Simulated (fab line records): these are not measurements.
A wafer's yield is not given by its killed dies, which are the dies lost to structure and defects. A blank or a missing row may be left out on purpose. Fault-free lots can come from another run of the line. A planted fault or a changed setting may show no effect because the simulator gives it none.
Comparing a struck lot with a sound one    flow gf180mcu    16 out of 602 route steps
Sound: these wafers, L611.1, L611.4, L611.6. Struck: wafers L622.2, L622.4, L622.6. The cause is given at the end.
Order at every step that has rows: each side's tool, ch and its chambers, its first start. Under that, the readings that differ: sound wafers    struck wafers    difference of the means    sigmas: that difference in standard deviations of wafers without a fault.
alike: readings with means less than 2 such deviations apart, plus words and numbers identical on both sides. not compared: withheld readings, readings lacking a value on some wafer, bounds such as >300 that could conceal the same value, and numbers that have no deviation in the record and whose values overlap.
The two part at a step that has a row with sigmas, a row that says differs or no value, or rows on one side only. Numbers that don't overlap but have no deviation are shown without sigmas and don't part them. Lack of a reading on every wafer of one side parts them only where that side has two or more wafers.

first, 6 steps without rows for these wafers: GF_M3_HMDS_08 (prime time 60 s); GF_M3_COAT_09 (resist thk 1000 nm); GF_M3_SOFTBAKE_10 (time 60 s); GF_M3_EXPOSE_11 (exposes mask Metal3, target cd 280 nm); GF_M3_PEB_12 (peb time 90 s); GF_M3_DEVELOP_13 (develop time 60 s).
GF_M3_CD_MEAS_14: target cd 280 nm.
  sound on cd sem-01, day 25 04:53; struck on cd sem-01, day 28 13:01
  alike: cd nm
GF_M3_OVL_MEAS_15:
  sound on overlay-02, day 25 05:01; struck on overlay-01, day 28 13:07
  alike: M3_OVL
GF_M3_METAL_ETCH_16: etches the open film in Cl2/BCl3, stops on SiO2, target depth 627.5 nm, time 104.6 s.
  sound on rie metal-03 ch 0,1, day 25 05:03; struck on rie metal-04 ch 0,1, day 28 13:09
  alike: drypump motor current A, oes product au, throttle valve pct
  not compared: rf hours counter h
GF_M3_STRIP_17: strips in O2/N2.
  sound on plasma asher-02 ch 0,1, day 25 05:10; struck on plasma asher-01 ch 1, day 28 13:16
reading             sound        struck       difference  sigmas
heater power w (W)  371 376 334  292 290 293  -69         -2
  alike: drypump motor current A, o2 flow sccm, oes product au, strip time to endpoint s
  not compared: rf hours counter h
then, 2 steps without rows for these wafers: GF_M3_STRIP_18 (strips in post etch residue remover, time 1200 s); GF_M3_CLEAN_19 (cleans in DIW).
GF_V3_CVD_00: deposits SiO2, target thk 600 nm, time 100 s.
  sound on hdpcvd-02 ch 0,1,2, day 25 05:41; struck on hdpcvd-02 ch 0,1, day 28 13:47
reading                              sound              struck             difference  sigmas
sih4 flow sccm (sccm)                59.91 60.00 59.77  51.27 50.88 51.01  -8.84       -52
model.SiO2_of_V3_CVD_00.thk nm (nm)  595.3 603.8 596.8  508.2 512 502.1    -91.2       
GF_V3_THK_MEAS_01:
  sound on film metro-02, day 25 05:46; struck on film metro-04, day 28 13:52
reading             sound        struck       difference  sigmas
V3_CVD_00_THK (nm)  595 604 596  508 512 502  -91         -17
GF_V3_CVD_02: deposits SiO2 from TEOS, target thk 850 nm, time 94.851 s.
  sound on pecvd-04 ch 0,1,2, day 25 05:49; struck on pecvd-01 ch 0,1,2, day 28 13:55
  alike: heater power w
then, 1 step without rows for these wafers: GF_PASSIVATION_PROBE_99.

== WHERE THEY PART ==
Earliest at GF_M3_STRIP_17; latest, in this record, at GF_V3_THK_MEAS_01. Later steps at which nothing parts them and some readings are alike: GF_V3_CVD_02.

WHY: whatever the simulator had introduced
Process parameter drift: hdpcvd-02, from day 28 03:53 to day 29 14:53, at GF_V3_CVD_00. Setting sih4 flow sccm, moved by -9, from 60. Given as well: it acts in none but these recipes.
